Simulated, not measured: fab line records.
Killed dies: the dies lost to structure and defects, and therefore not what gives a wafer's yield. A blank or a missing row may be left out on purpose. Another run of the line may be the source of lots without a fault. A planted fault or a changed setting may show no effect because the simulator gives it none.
fab line records	flow sky130
[record] lots = 5	wafers = 14	last_day = 50
route steps=708 shown METAL4@622 PAD_OPEN@708
lots untouched by any fault: they come from a run of this same line in which no faults occurred
start_h: hours from the record's opening day to when the first of the lot's shown wafers began	wait_h: hours from the lot's prior step to this one	" same as the row above	L1.1+2: a row that stands for several wafers	- no value present, or no start provided	* or withheld: withheld	< > ~ a bound
route shown NAME@n: a module of which the file shows steps, and the number in the route of the first	usual: mean/standard deviation of fault-free wafers	same: alike in all rows	chamber/n: place in a boat	sites: per-site readings	_std_site: standard deviation of those values	_edge_site: inner sites' mean taken away from outer sites' mean	radius_mm: how far each site lies from the wafer's centre	mask NAME#n: copy n	behind: the most recent tool/chamber to have shaped the wafer	hold: why the lot was held/for how many hours/how that ended	device: names the non-switching transistor (n, p or np)	end of line: tests run on the same wafers once the route is complete	a step given without rows: its recipe and nothing more	killed: dies that structure and defects cost at the first sort, which is not the same as the wafer's yield	map: a wafer's dies, x killed, . not, _ none there
set.NAME: the setting that was run; set.NAME@STEP: the one run at that earlier step	model.NAME: the simulator's own value behind a step, which no gauge read
lots at some steps of the route; a table a step, a row a wafer
services: the hour from which a tool's chamber was out of use, counted from the record's first day as start_h (under 0 if before that day), plus the number of hours and why
[[steps]]
[step SKY_METAL4_HMDS_06]
[recipe] prime_time_s = 60	prime_temp_c = 120
[step SKY_METAL4_COAT_07]
[recipe] resist = BARC	temp_c = withheld	time_s = withheld	spin_rpm = 3000	resist_thk_nm = 60
[step SKY_METAL4_COAT_08]
[recipe] resist = KrF-thick	spin_rpm = 3000	resist_thk_nm = 1140
[step SKY_METAL4_SOFTBAKE_09]
[recipe] temp_c = 100	time_s = 90	resist = KrF-thick
[step SKY_METAL4_EXPOSE_10]
[recipe] mask_id = MM4	na = 0.68	source_shape = annular	sigma_inner = 0.4	sigma_outer = 0.8	target_cd_nm = 300	dose_mj = 28
[step SKY_METAL4_PEB_11]
[recipe] peb_temp_c = withheld	peb_time_s = withheld	resist = KrF-thick
[step SKY_METAL4_DEVELOP_12]
[recipe] develop_time_s = 60	resist = KrF-thick	dev_temp_c = 21
[step SKY_METAL4_CD_MEAS_13]
[recipe] target_cd_nm = 300
[usual] cd_nm = 300.1/1.5
lot.wafer	tool	chamber	start_h	wait_h	cd_nm
L295.1	cd_sem-02	-	983.17	-	300.7
L295.4	"	-	"	"	303.2
L295.6	"	-	"	"	302.7
L297.1	cd_sem-01	-	1011.53	-	298.3
L297.2	"	-	"	"	298.2
L297.5	"	-	"	"	298.4
L303.1	cd_sem-02	-	1041.82	-	301.4
L303.3	"	-	"	"	301.2
L303.4	"	-	"	"	300.3
L309.3	cd_sem-02	-	1080.26	-	300.4
L309.5	"	-	"	"	300.9
L309.6	"	-	"	"	302.9
L314.3	cd_sem-02	-	1111.31	-	299.4
L314.6	"	-	"	"	298.1
[step SKY_METAL4_OVL_MEAS_14]
[usual] METAL4_OVL = -8/5.9
lot.wafer	tool	chamber	start_h	wait_h	METAL4_OVL[nm]
L295.1	overlay-01	-	983.29	0.1	-6
L295.4	"	-	"	"	-6
L295.6	"	-	"	"	-1
L297.1	overlay-02	-	1011.65	0.1	-4
L297.2	"	-	"	"	-6
L297.5	"	-	"	"	1
L303.1	overlay-02	-	1041.94	0.1	-7
L303.3	"	-	"	"	-12
L303.4	"	-	"	"	1
L309.3	overlay-01	-	1080.35	0.1	-11
L309.5	"	-	"	"	-6
L309.6	"	-	"	"	-15
L314.3	overlay-02	-	1111.40	0.1	-13
L314.6	"	-	"	"	-7
[step SKY_METAL4_DESCUM_15]
[recipe] chemistry = O2	source_power_w = 150	bias_power_w = 0	pressure_mtorr = 10	temp_c = 40	time_s = 8
[usual] drypump_motor_current_A = 5.8/0.47	oes_product_au = 0.999/0.012	rf_fwd_power_W = 147.1/0.76
[same] time_s = 8
lot.wafer	tool	chamber	start_h	wait_h	drypump_motor_current_A	oes_product_au	rf_fwd_power_W	rf_hours_counter_h
L295.1	rie_metal-03	0	983.33	0.0	5.5	1.005	147.0	3
L295.4	"	0	"	"	5.4	0.997	147.7	-
L295.6	"	0	"	"	5.4	0.999	147.9	-
L297.1	rie_metal-01	1	1011.69	0.0	5.3	0.972	146.9	22
L297.2	"	0	"	"	5.5	0.985	146.9	16
L297.5	"	1	"	"	5.3	0.987	146.4	-
L303.1	rie_metal-01	0	1041.98	0.0	5.5	0.996	148.0	18
L303.3	"	1	"	"	5.3	0.979	146.1	-
L303.4	"	0	"	"	5.5	0.985	147.6	-
L309.3	rie_metal-03	1	1080.39	0.0	6.1	1.012	146.5	-
L309.5	"	0	"	"	5.5	1.007	147.6	-
L309.6	"	1	"	"	6.1	1.000	146.4	-
L314.3	rie_metal-03	1	1111.44	0.0	6.1	0.997	145.7	-
L314.6	"	1	"	"	6.1	0.995	145.4	-
[step SKY_METAL4_ETCH_16]
[recipe] chemistry = N2/H2	target = BARC	ion_energy_ev = 200	bias_w = 100	pressure_mtorr = 30	n2_flow_sccm = 100	h2_flow_sccm = 200	icp_w = 500	stop_on = SiO2	time_s = 88.2	target_depth_a = 600
[usual] drypump_motor_current_A = 5.8/0.48	oes_product_au = 0.626/0.005	rf_fwd_power_W = 496.5/1.7	throttle_valve_pct = 13.204/0.0097
[same] time_s = 88.2
lot.wafer	tool	chamber	start_h	wait_h	drypump_motor_current_A	oes_product_au	rf_fwd_power_W	rf_hours_counter_h	throttle_valve_pct
L295.1	rie_metal-03	0	983.36	0.0	5.4	0.638	497.4	3	13.212
L295.4	"	0	"	"	5.4	0.628	497.8	-	13.211
L295.6	"	0	"	"	5.4	0.617	497.8	-	13.208
L297.1	rie_metal-01	1	1011.72	0.0	5.4	0.630	495.4	22	13.181
L297.2	"	0	"	"	5.5	0.628	497.1	16	13.209
L297.5	"	1	"	"	5.4	0.630	497.9	-	13.183
L303.1	rie_metal-01	0	1042.01	0.0	5.5	0.625	495.8	18	13.211
L303.3	"	1	"	"	5.3	0.623	494.3	-	13.200
L303.4	"	0	"	"	5.5	0.631	496.4	-	13.205
L309.3	rie_metal-03	1	1080.44	0.0	6.1	0.623	493.3	-	13.203
L309.5	"	0	"	"	5.4	0.629	499.1	-	13.207
L309.6	"	1	"	"	6.1	0.628	492.6	-	13.200
L314.3	rie_metal-03	1	1111.49	0.0	6.1	0.626	497.0	-	13.206
L314.6	"	1	"	"	6.1	0.633	497.4	-	13.209
[step SKY_METAL4_ETCH_17]
[recipe] target = SiO2	stop_on = TiN	chemistry = C4F8/O2/Ar	source_w = 1500	bias_w = 1200	pressure_mtorr = 40	c4f8_flow_sccm = withheld	O2_flow_sccm = 6	Ar_flow_sccm = 300	time_s = 3.9	target_depth_a = 150
[usual] oes_product_au = 0.753/0.0073	rf_fwd_power_W = 1470/8
[same] time_s = 3.9
lot.wafer	tool	chamber	start_h	wait_h	oes_product_au	rf_fwd_power_W	rf_hours_counter_h
L295.1	rie_diel-02	3	983.46	0.1	0.744	1464	10
L295.4	"	2	"	"	0.750	1461	12
L295.6	"	3	"	"	0.753	1465	-
L297.1	rie_diel-03	3	1011.82	0.1	0.752	1466	12
L297.2	"	2	"	"	0.746	1485	0
L297.5	"	0	"	"	0.750	1481	-
L303.1	rie_diel-02	3	1042.11	0.1	0.761	1456	12
L303.3	"	1	"	"	0.756	1485	17
L303.4	"	2	"	"	0.754	1461	14
L309.3	rie_diel-02	3	1080.51	0.0	0.747	1462	13
L309.5	"	0	"	"	0.736	1470	-
L309.6	"	1	"	"	0.753	1482	-
L314.3	rie_diel-02	0	1111.56	0.0	0.739	1474	16
L314.6	"	2	"	"	0.748	1462	-
[step SKY_METAL4_METAL_ETCH_18]
[recipe] target_depth_a = 8450	stop_on = SiO2	over_etch_frac = 0.3	time_s = 183.1	chemistry = Cl2/BCl3	resist_sidewall_deg = 88	pressure_mtorr = 10	icp_w = 900	bias_w = 48.5	Cl2_flow_sccm = 60	bcl3_flow_sccm = 30
[usual] drypump_motor_current_A = 5.8/0.48	oes_product_au = 0.865/0.0071	rf_fwd_power_W = 897.1/2.6	throttle_valve_pct = 22.265/0.0099
[same] time_s = 183.1
lot.wafer	tool	chamber	start_h	wait_h	drypump_motor_current_A	oes_product_au	rf_fwd_power_W	rf_hours_counter_h	throttle_valve_pct	model.KrF-thick_of_METAL4_COAT_08.thk_nm	model.METAL4.cd_nm	model.SiO2_of_VIA3_HDPCVD_00.thk_nm
L295.1	rie_metal-01	0	983.48	0.0	5.5	0.861	892.0	15	22.267	531.1	289.8	432.7
L295.4	"	1	"	"	5.4	0.872	898.5	-	22.276	544.1	309.1	434.5
L295.6	"	0	"	"	5.5	0.857	894.6	-	22.270	529.5	292.7	435.1
L297.1	rie_metal-03	1	1011.84	0.0	6.1	0.861	899.3	15	22.257	526.5	295.6	435.9
L297.2	"	0	"	"	5.4	0.857	895.6	5	22.255	526.3	295.4	435.4
L297.5	"	1	"	"	6.1	0.862	904.3	-	22.261	526	294	434.9
L303.1	rie_metal-03	1	1042.13	0.0	6.1	0.871	894.1	17	22.244	524.2	298.6	436.3
L303.3	"	0	"	"	5.4	0.866	893.2	-	22.244	515.3	299.1	434.9
L303.4	"	1	"	"	6.1	0.877	893.8	-	22.259	517.9	298	435
L309.3	rie_metal-01	1	1080.58	0.1	5.4	0.873	898.6	-	22.266	545.3	302.3	436.5
L309.5	"	0	"	"	5.5	0.861	904.3	-	22.252	527.8	293.2	436.4
L309.6	"	1	"	"	5.3	0.867	898.2	-	22.263	542.5	305.3	436.9
L314.3	rie_metal-01	1	1111.63	0.1	5.4	0.867	893.5	-	22.263	267	269.9	423.7
L314.6	"	1	"	"	5.3	0.870	896.4	-	22.275	543	300.7	437.5
[step SKY_METAL4_STRIP_19]
[recipe] chemistry = O2/N2	power_w = 1400	pressure_mtorr = 1500	platen_temp_c = withheld	o2_flow_sccm = 3000	n2_flow_sccm = 300	overash_fraction = 0.5
[usual] drypump_motor_current_A = 5.7/0.39	o2_flow_sccm = 3000/8.3	oes_product_au = 0.503/0.0067	strip_time_to_endpoint_s = 6.55/0.096
lot.wafer	tool	chamber	start_h	wait_h	drypump_motor_current_A	o2_flow_sccm	oes_product_au	rf_hours_counter_h	strip_time_to_endpoint_s
L295.1	plasma_asher-04	0	983.66	0.1	6.0	3010	0.503	22	6.57
L295.4	"	0	"	"	6.0	3006	0.508	-	6.71
L295.6	"	0	"	"	6.0	3006	0.499	-	6.56
L297.1	plasma_asher-02	1	1012.01	0.1	5.2	3004	0.508	88	6.52
L297.2	"	0	"	"	6.2	2994	0.512	88	6.52
L297.5	"	1	"	"	5.2	2982	0.501	-	6.51
L303.1	plasma_asher-02	0	1042.30	0.1	6.3	2986	0.496	91	6.50
L303.3	"	1	"	"	5.2	2998	0.495	-	6.42
L303.4	"	0	"	"	6.3	2988	0.499	-	6.45
L309.3	plasma_asher-02	1	1080.74	0.1	5.2	2979	0.509	-	6.72
L309.5	"	0	"	"	6.2	3004	0.500	-	6.55
L309.6	"	1	"	"	5.2	2981	0.507	-	6.70
L314.3	plasma_asher-04	1	1111.79	0.1	5.5	3004	0.396	-	3.86
L314.6	"	0	"	"	6.0	3009	0.503	-	6.70
[step SKY_METAL4_STRIP_20]
[recipe] chemistry = post_etch_residue_remover	time_s = 1200	temp_c = 72.5
[step SKY_PAD_OPEN_PROBE_99]
[usual] defect_limited_yield = 82.4/1.9	killed_at_M0_to_M3 = 44/7.5	killed_at_M4_up = 3.2/1.9	killed_at_contacts = 23/4.7	killed_at_front_end = 15/4.7	killed_at_other = 0.4/0.66	killed_dies = 87/9.3	killed_open = 47/7.2	killed_short = 39/6.5	sort_bin_3_pad_short = 0.8/0.39	sort_bin_5_function = 10.5/1.4	sort_bin_6_memory = 6.3/1.2	sort_n_pass = 405/9.3	sort_yield_pct = 82.4/1.9
[same] gross_dies = 492	killed_at_back_side = 0	sort_bin_4_leakage[%] = 0	sort_bin_8_speed[%] = 0
lot.wafer	tool	chamber	start_h	wait_h	defect_limited_yield[%]	killed_at_M0_to_M3	killed_at_M4_up	killed_at_contacts	killed_at_front_end	killed_at_other	killed_dies	killed_open	killed_short	sort_bin_3_pad_short[%]	sort_bin_5_function[%]	sort_bin_6_memory[%]	sort_n_pass	sort_yield_pct[%]	model.etest.met4.width_nm	model.etest.met4.line_ohm_um
L295.1	prober-01	-	1078.91	0.1	84.3	34	4	25	14	0	77	48	29	0.4	10.6	4.7	415	84.3	291.4	0.1481
L295.4	prober-01	-	1079.06	0.2	80.3	52	3	34	8	0	97	57	40	0.8	13.6	5.3	395	80.3	308.4	0.1381
L295.6	prober-01	-	1079.16	0.2	82.7	48	2	22	11	2	85	57	28	0.6	10.4	6.3	407	82.7	289.4	0.1497
L297.1	prober-01	-	1106.97	0.1	85.2	43	1	20	8	1	73	46	27	0.6	10.2	4.1	419	85.2	297.4	0.1443
L297.2	prober-01	-	1107.02	0.1	81.3	52	6	21	13	0	92	49	43	0.6	12.6	5.5	400	81.3	297	0.1452
L297.5	prober-01	-	1107.17	0.2	82.3	50	6	20	11	0	87	43	44	0.6	9.3	7.7	405	82.3	297.7	0.1437
L303.1	prober-01	-	1132.50	0.1	81.7	42	7	19	21	1	90	42	47	1.0	12.4	4.9	402	81.7	298.6	0.1418
L303.3	prober-01	-	1132.60	0.2	79.7	59	1	25	15	0	100	48	52	1.8	11.4	7.1	392	79.7	299.1	0.1416
L303.4	prober-01	-	1132.65	0.2	82.7	49	1	22	13	0	85	43	41	1.8	10.6	4.9	407	82.7	292.9	0.1434
L309.3	prober-01	-	1164.08	0.2	80.9	48	3	31	12	0	94	57	37	1.0	11.0	7.1	398	80.9	299.6	0.1393
L309.5	prober-01	-	1164.18	0.2	84.3	47	2	18	10	0	77	48	29	0.4	11.4	3.9	415	84.3	292.3	0.1451
L309.6	prober-01	-	1164.23	0.2	81.7	51	0	28	10	1	90	48	38	0.6	10.0	7.7	402	81.7	308.5	0.1374
L314.3	prober-02	-	1190.05	0.2	81.5	45	6	24	16	0	91	47	40	0.8	10.6	7.1	401	81.5	270.1	0.1552
L314.6	prober-02	-	1190.20	0.2	82.9	44	1	24	15	0	84	48	36	0.8	11.4	4.9	408	82.9	300.8	0.1399
// killed by level:class
L295.1 CONTACT:geometric_particle:open=10 FIELD_ISO:geometric_particle:open=6 METAL1:geometric_particle:open=6 LI_CONTACT:geometric_particle:open=6 VIA3:geometric_particle:open=6 CONTACT:geometric_particle:short=4 VIA1:geometric_particle:open=4 LOCAL_INTERCONNECT:geometric_particle:open=3
L295.4 VIA1:geometric_particle:open=12 CONTACT:geometric_particle:open=11 VIA2:geometric_particle:open=11 CONTACT:geometric_particle:short=8 METAL1:geometric_particle:short=7 METAL2:geometric_particle:short=7 LI_CONTACT:geometric_particle:open=6 LOCAL_INTERCONNECT:geometric_particle:short=5
L295.6 VIA1:geometric_particle:open=14 CONTACT:geometric_particle:open=13 VIA3:geometric_particle:open=8 VIA2:geometric_particle:open=8 POLY_GATE:geometric_particle:open=7 METAL1:geometric_particle:short=5 VIA1:geometric_particle:short=5 CONTACT:geometric_particle:short=4
L297.1 VIA1:geometric_particle:open=14 LI_CONTACT:geometric_particle:open=8 CONTACT:geometric_particle:open=7 VIA2:geometric_particle:open=6 VIA1:geometric_particle:short=4 VIA3:geometric_particle:open=4 FIELD_ISO:geometric_particle:open=3 METAL1:geometric_particle:short=3
L297.2 VIA1:geometric_particle:open=13 LI_CONTACT:geometric_particle:open=10 VIA1:geometric_particle:short=7 VIA3:geometric_particle:open=7 FIELD_ISO:geometric_particle:short=6 LI_CONTACT:geometric_particle:short=4 METAL1:geometric_particle:short=4 METAL2:geometric_particle:short=4
L297.5 VIA1:geometric_particle:open=10 VIA1:geometric_particle:short=9 VIA3:geometric_particle:open=6 LI_CONTACT:geometric_particle:open=6 CONTACT:geometric_particle:open=6 METAL2:geometric_particle:short=6 FIELD_ISO:geometric_particle:short=5 CONTACT:geometric_particle:short=5
L303.1 CONTACT:geometric_particle:open=8 VIA1:geometric_particle:short=8 VIA1:geometric_particle:open=7 POLY_GATE:geometric_particle:short=7 METAL4:geometric_particle:short=7 LI_CONTACT:geometric_particle:open=6 VIA2:geometric_particle:open=6 FIELD_ISO:geometric_particle:open=4
L303.3 VIA1:geometric_particle:open=13 VIA1:geometric_particle:short=8 METAL3:geometric_particle:short=7 METAL1:geometric_particle:short=6 LOCAL_INTERCONNECT:geometric_particle:short=6 CONTACT:geometric_particle:open=6 FIELD_ISO:geometric_particle:open=5 POLY_GATE:geometric_particle:open=5
L303.4 VIA1:geometric_particle:open=13 VIA1:geometric_particle:short=9 CONTACT:geometric_particle:open=8 METAL1:geometric_particle:short=6 VIA3:geometric_particle:open=6 LI_CONTACT:geometric_particle:open=5 POLY_GATE:geometric_particle:short=4 LOCAL_INTERCONNECT:geometric_particle:short=4
L309.3 CONTACT:geometric_particle:open=12 LI_CONTACT:geometric_particle:open=11 VIA1:geometric_particle:open=10 VIA2:geometric_particle:open=9 VIA3:geometric_particle:open=7 METAL2:geometric_particle:short=6 FIELD_ISO:geometric_particle:short=4 CONTACT:geometric_particle:short=4
L309.5 VIA1:geometric_particle:open=11 CONTACT:geometric_particle:open=7 LI_CONTACT:geometric_particle:open=6 VIA3:geometric_particle:open=6 VIA2:geometric_particle:open=5 FIELD_ISO:geometric_particle:open=4 VIA3:geometric_particle:short=4 METAL3:geometric_particle:short=4
L309.6 VIA1:geometric_particle:open=17 LI_CONTACT:geometric_particle:open=7 CONTACT:geometric_particle:open=7 VIA2:geometric_particle:open=7 CONTACT:geometric_particle:short=6 LI_CONTACT:geometric_particle:short=5 VIA1:geometric_particle:short=5 METAL2:geometric_particle:short=5
L314.3 VIA1:geometric_particle:open=12 LI_CONTACT:geometric_particle:open=8 METAL2:geometric_particle:short=8 CONTACT:geometric_particle:open=7 VIA2:geometric_particle:open=5 POLY_GATE:geometric_particle:short=4 POLY_GATE:geometric_particle:open=4 METAL1:geometric_particle:short=4
L314.6 CONTACT:geometric_particle:open=12 VIA3:geometric_particle:open=9 VIA2:geometric_particle:open=7 LI_CONTACT:geometric_particle:open=6 VIA1:geometric_particle:short=5 FIELD_ISO:geometric_particle:short=4 POLY_GATE:geometric_particle:short=4 METAL1:geometric_particle:short=4
[[services]]
tool	chamber	start_h	hours	kind
rie_diel-02	0	961.49	5.7	repair
rie_diel-03	2	987.48	-	clean
rie_diel-03	2	987.48	15.0	scheduled_down
rie_diel-03	2	987.48	15.0	vent_cycle
rie_diel-03	2	1016.45	8.3	repair
rie_diel-02	2	1020.36	8.5	repair
rie_metal-01	-	1021.74	0.5	repair
rie_diel-02	-	1046.35	0.5	repair
rie_diel-03	2	1051.03	5.0	repair
rie_metal-03	-	1069.58	1.2	repair
rie_diel-03	-	1081.59	2.8	pm
rie_diel-03	1	1093.75	7.9	repair
rie_metal-03	-	1106.00	1.9	repair
[[key]]
[first_sign] step = SKY_METAL4_STRIP_19	reading = strip_time_to_endpoint_s	direction = down	sigmas = 28	usual = *	struck = *
[effect] step = SKY_METAL4_STRIP_19	reading = oes_product_au	direction = down	sigmas = 16	usual = 0.503	struck = 0.396
[model_effect] step = SKY_METAL4_METAL_ETCH_18	value = KrF-thick_of_METAL4_COAT_08.thk_nm	without = 540.4	struck = 267
[model_effect] step = SKY_PAD_OPEN_PROBE_99	value = etest.met4.width_nm	without = 300.4	struck = 270.1
met_at SKY_METAL4_METAL_ETCH_18
struck_wafers L314.3
onset_between 1080.58 1111.63
[fault] kind = process_parameter_drift	tool = rie_metal-01	chamber = -	onset_h = 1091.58	steps = SKY_METAL4_METAL_ETCH_18	channel = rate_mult	offset = 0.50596	shape = step	end_h = 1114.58	scope = struck_wafers_only
